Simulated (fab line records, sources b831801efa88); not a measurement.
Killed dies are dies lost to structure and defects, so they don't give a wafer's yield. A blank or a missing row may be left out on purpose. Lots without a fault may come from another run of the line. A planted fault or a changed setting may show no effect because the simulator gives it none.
A struck lot beside a sound one | flow sky130 | 17 steps out of a route of 708
Sound: wafers L367.1, L367.2, L367.5. Struck: wafers L359.3, L359.5, L359.6. The cause comes at the end.
At each step with rows: each side's tool, then ch and its chambers, then its first start. Under that, the readings that differ: sound wafers | struck wafers | difference of the means | sigmas: that difference in standard deviations of wafers without a fault.
alike: readings whose means differ by less than 2 such deviations, and words and numbers that are the same on both sides. not compared: withheld readings, readings that some wafer has no value for, bounds like >300 that may hide the same value, and numbers for which the record gives no deviation and whose values overlap.
The two part at a step that has a row with sigmas, a row that says differs or no value, or rows on one side only. Numbers that don't overlap but have no deviation are shown without sigmas and don't part them. A reading that every wafer of one side lacks parts them only if that side has two wafers or more.

first, 3 steps without rows for these wafers: SKY_VIA3_EXPOSE_09 (exposes mask VIM3, target cd 200 nm); SKY_VIA3_PEB_10; SKY_VIA3_DEVELOP_11 (develop time 60 s).
SKY_VIA3_CD_MEAS_12: target cd 200 nm.
  sound on cd_sem-02, day 44 13:58; struck on cd_sem-02, day 42 06:59
  alike: cd_nm
SKY_VIA3_OVL_MEAS_13:
  sound on overlay-01, day 44 14:05; struck on overlay-02, day 42 07:05
  alike: VIA3_OVL
SKY_VIA3_ETCH_14: etches BARC in N2/H2, stops on SiO2, time 45.9 s, target depth 60 nm.
  sound on rie_diel-04 ch 0,1,2, day 44 14:08; struck on rie_diel-04 ch 0,2,3, day 42 07:07
  alike: drypump_motor_current_A, oes_product_au, throttle_valve_pct
  not compared: rf_hours_counter_h
SKY_VIA3_ETCH_15: etches SiO2 in C4F8/O2/Ar, stops on TiN, target depth 507 nm, time 78 s.
  sound on rie_diel-04 ch 0,1,2, day 44 14:10; struck on rie_diel-04 ch 0,2,3, day 42 07:09
  alike: oes_product_au
  not compared: rf_hours_counter_h
SKY_VIA3_STRIP_16: strips in O2/N2.
  sound on plasma_asher-02 ch 0,1, day 44 14:14; struck on plasma_asher-04 ch 0,1, day 42 07:14
  alike: drypump_motor_current_A, oes_product_au, strip_time_to_endpoint_s
  not compared: rf_hours_counter_h
then, 3 steps without rows for these wafers: SKY_VIA3_STRIP_17 (strips in post etch residue remover, time 1200 s); SKY_VIA3_CLEAN_18 (cleans in IPA, time 180 s); SKY_VIA3_CLEAN_19 (cleans in O3/DIW).
SKY_VIA3_SPUTTER_20: material TiN, target thk 20 nm, time 80 s.
  sound on pvd_sputter-02, day 44 14:54; struck on pvd_sputter-01, day 42 07:48
  reading                | sound          | struck         | difference | sigmas
  throttle_valve_pct (%) | 29.0 28.6 28.1 | 32.4 32.4 29.9 | +3.0       | +2
  alike: cathode_dc_power_W
SKY_VIA3_CVD_21: deposits W, target thk 390 nm, time 117.31 s.
  sound on cvd_w-01 ch 0,1, day 44 14:58; struck on cvd_w-01 ch 0,1, day 42 07:54
  no value came back on the struck wafers for chamber_pressure_Torr (Torr), heater_power_outer_w (W), heater_power_w (W); on the sound wafers chamber_pressure_Torr (Torr) reads 40.15 40.01 40.00
  not compared: since_wet_clean_h
SKY_VIA3_RS_MEAS_22: measures by four-point-probe.
  sound on film_metro-02, day 44 15:05; struck on film_metro-02, day 42 08:01
  reading            | sound             | struck               | difference | sigmas
  VIA3_W_RS (ohm/sq) | 0.297 0.295 0.295 | 57.169 56.238 56.753 | +56.424    | +99 or more
SKY_VIA3_THK_MEAS_23: measures by xrf.
  sound on film_metro-02, day 44 15:13; struck on film_metro-02, day 42 08:07
  reading         | sound       | struck   | difference | sigmas
  VIA3_W_THK (nm) | 396 398 398 | <0 <0 <0 | differs    |
SKY_VIA3_CMP_24: polishes, stops on SiO2, t overpolish 20 s, target thk 0 nm.
  sound on cmp-01 ch 0,1,3, day 44 15:16; struck on cmp-02 ch 0,1,3, day 42 08:19
  reading                | sound    | struck | difference | sigmas
  time_to_endpoint_s (s) | 92 95 99 | 4 6 0  | -92        | -24
  alike: motor_current_A
-- the record jumps here: 6 days lie between the struck wafers' starts before and after (it left off in module VIA3 and takes up again in module PAD_OPEN, whose first step shown is number 708 of the route) --
SKY_PAD_OPEN_PROBE_99:
  sound on prober-01, day 49 22:16; struck on prober-02, day 47 23:34
  reading                  | sound          | struck         | difference | sigmas
  defect_limited_yield (%) | 85.4 81.3 85.6 | 0 0 0          | -84        | -44
  killed_at_M0_to_M3       | 35 44 26       | 444 443 453    | +412       | +58
  killed_dies              | 72 92 71       | 492 492 492    | +414       | +43
  killed_on_rim            | 15 17 13       | 96 96 96       | +81        | +21
  sort_bin_5_function (%)  | 8.7 9.8 9.8    | 91.3 92.9 91.3 | +82.4      | +55
  sort_n_pass              | 420 400 421    | 0 0 0          | -414       | -43
  sort_yield_pct (%)       | 85.4 81.3 85.6 | 0 0 0          | -84        | -44
  alike: killed_at_M4_up, killed_at_contacts, killed_at_front_end, killed_at_other, killed_open, killed_short, sort_bin_3_pad_short, sort_bin_6_memory

WHERE THEY PART
First at SKY_VIA3_SPUTTER_20; last, within this record, at SKY_PAD_OPEN_PROBE_99.

WHY: what the simulator had put in
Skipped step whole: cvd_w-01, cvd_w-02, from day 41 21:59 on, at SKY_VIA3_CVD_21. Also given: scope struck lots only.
